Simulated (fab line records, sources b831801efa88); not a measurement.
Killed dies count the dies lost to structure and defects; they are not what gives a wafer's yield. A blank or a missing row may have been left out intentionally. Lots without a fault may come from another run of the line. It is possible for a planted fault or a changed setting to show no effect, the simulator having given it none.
fab line records + flow gf180mcu
record:
- lots: 7
- wafers: 21
- lastDay: 34
route steps=602 shown STI@1
lots untouched by any fault: they come from a run of this same line in which no faults occurred
startH: start of the lot's first displayed wafer, in hours after the record's first day + waitH: time in hours since the lot's previous step + " as in the row above + L1.1+2: a row that stands for several wafers + - no value, or no start was given + * or withheld: withheld + < > ~ a bound
route shown NAME@n: a module of which the file shows steps, and the number in the route of the first + usual: the fault-free wafers' mean and standard deviation + same: alike in all rows + chamber/n: place in a boat + sites: the reading at each site + _std_site: the values' standard deviation + _edge_site: inner sites' mean taken away from outer sites' mean + radiusMm: for every site, how far away it sits from the centre of the wafer + mask NAME#n: copy n + behind: the last tool/chamber to shape the wafer + hold: the reason the lot was held/the length of the hold in hours/how it ended + device: which transistor (n, p or np) failed to switch + end of line: the route-end tests of the same wafers + for a step that has no rows: nothing shown but its recipe + killed: the dies lost at the first sort to structure and to defects; this is not the yield of the wafer + map: the dies of a wafer, with x for killed, . for not killed, _ for no die there
set.NAME: setting as actually run; set.NAME@STEP: the setting as run at that earlier step + model.NAME: the simulator's own value behind a step, which no gauge read
certain route steps with their lots: each step a table, each wafer a row
services: a tool's chamber out of use, with start hour (startH, from the record's first day; less than 0 if before it), hours out, and reason
== steps ==
step: GF_STI_BOW_MEAS_00
recipe:
- mode: bow
usual:
- INCOMING_BOW: -1/6.6
| lot.wafer | tool         | chamber | startH | waitH | INCOMING_BOW[um] |
|-----------|--------------|---------|--------|-------|------------------|
| L959.1    | filmMetro-01 | -       | 15.00  | -     | 6                |
| L959.3    | "            | -       | "      | "     | -13              |
| L959.6    | "            | -       | "      | "     | -1               |
| L963.1    | filmMetro-03 | -       | 35.00  | -     | 13               |
| L963.2    | "            | -       | "      | "     | 3                |
| L963.3    | "            | -       | "      | "     | -6               |
| L966.2    | filmMetro-03 | -       | 50.02  | -     | -3               |
| L966.4    | "            | -       | "      | "     | -3               |
| L966.6    | "            | -       | "      | "     | 0                |
| L967.1    | filmMetro-04 | -       | 55.00  | -     | 1                |
| L967.4    | "            | -       | "      | "     | 6                |
| L967.6    | "            | -       | "      | "     | -6               |
| L968.3    | filmMetro-01 | -       | 60.04  | -     | 0                |
| L968.4    | "            | -       | "      | "     | -13              |
| L968.6    | "            | -       | "      | "     | 10               |
| L971.1    | filmMetro-04 | -       | 75.00  | -     | 0                |
| L971.4    | "            | -       | "      | "     | -1               |
| L971.6    | "            | -       | "      | "     | 0                |
| L978.1    | filmMetro-01 | -       | 110.00 | -     | -9               |
| L978.2    | "            | -       | "      | "     | 9                |
| L978.4    | "            | -       | "      | "     | 3                |
step: GF_STI_OXIDATION_01
recipe:
- tempC: 900
- ambient: O2
- stabiliseS: 600
- purgeS: 300
- targetThkA: 100
- oxTimeS: 1418
usual:
- oxTempC: 900.0/0.41
- oxTempCMax: 906.7/1.2
- spikeTcTopC: 908.0/1.2
| lot.wafer | tool       | chamber | startH | waitH | oxTempC | oxTempCMax | spikeTcTopC |
|-----------|------------|---------|--------|-------|---------|------------|-------------|
| L959.1    | furnace-02 | 0       | 15.57  | 0.5   | 900.5   | 908.9      | 906.3       |
| L959.3    | "          | 0       | "      | "     | 900.5   | 907.5      | 907.4       |
| L959.6    | "          | 0       | "      | "     | 900.1   | 909.2      | 907.0       |
| L963.1    | furnace-02 | 0       | 36.00  | 1.0   | 899.2   | 907.2      | 906.4       |
| L963.2    | "          | 0       | "      | "     | 899.9   | 910.0      | 908.3       |
| L963.3    | "          | 0       | "      | "     | 899.9   | 906.3      | 905.7       |
| L966.2    | furnace-01 | -       | 50.66  | 0.6   | -       | -          | -           |
| L966.4    | "          | -       | "      | "     | -       | -          | -           |
| L966.6    | "          | -       | "      | "     | -       | -          | -           |
| L967.1    | furnace-01 | -       | 55.12  | 0.1   | -       | -          | -           |
| L967.4    | "          | -       | "      | "     | -       | -          | -           |
| L967.6    | "          | -       | "      | "     | -       | -          | -           |
| L968.3    | furnace-02 | -       | 60.75  | 0.7   | -       | -          | -           |
| L968.4    | "          | -       | "      | "     | -       | -          | -           |
| L968.6    | "          | -       | "      | "     | -       | -          | -           |
| L971.1    | furnace-02 | 0       | 75.52  | 0.5   | 899.6   | 906.8      | 906.1       |
| L971.4    | "          | 0       | "      | "     | 900.0   | 908.8      | 907.8       |
| L971.6    | "          | 0       | "      | "     | 899.1   | 906.4      | 907.1       |
| L978.1    | furnace-02 | 0       | 110.94 | 0.9   | 899.9   | 906.4      | 907.5       |
| L978.2    | "          | 0       | "      | "     | 900.6   | 906.3      | 907.5       |
| L978.4    | "          | 0       | "      | "     | 899.6   | 908.3      | 905.3       |
== services ==
| tool       | chamber | startH | hours | kind   |
|------------|---------|--------|-------|--------|
| furnace-02 | -       | 5.06   | 4.2   | repair |
| furnace-02 | -       | 48.81  | 3.9   | pm     |
| furnace-01 | -       | 106.17 | 11.2  | pm     |
== key ==
firstSign:
- step: GF_STI_OXIDATION_01
- reading: toolRecord
- direction: missing
effect none on later readings
metAt GF_STI_OXIDATION_01
struckWafers L966.2,L966.4,L966.6,L967.1,L967.4,L967.6,L968.3,L968.4,L968.6
laterRowsLeftOut L966.2,L966.4,L966.6,L967.1,L967.4,L967.6,L968.3,L968.4,L968.6
sortLeftOut L966.2,L966.4,L966.6,L967.1,L967.4,L967.6,L968.3,L968.4,L968.6
testerLeftOut L966,L967,L968
onsetBetween 36.00 50.66
fault:
- kind: skippedStepWhole
- tool: furnace-01,furnace-02
- chamber: -
- onsetH: 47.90
- steps: GF_STI_OXIDATION_01
- scope: struckLotsOnly
testerLeftOut: of these lots the tester's yield and bins aren't shown, on N5 and GAA mostly nor the transistor test; their killed dies are dies lost to structure and defects alone, not to doping, threshold or leakage, so they don't give the yield
sortLeftOut: the simulated sort isn't trusted on such a fault, so these wafers' sort isn't shown, and their yield isn't known
laterRowsLeftOut: the simulator's readings of these wafers behind a module that went badly wrong aren't trusted and aren't shown, but for the sort
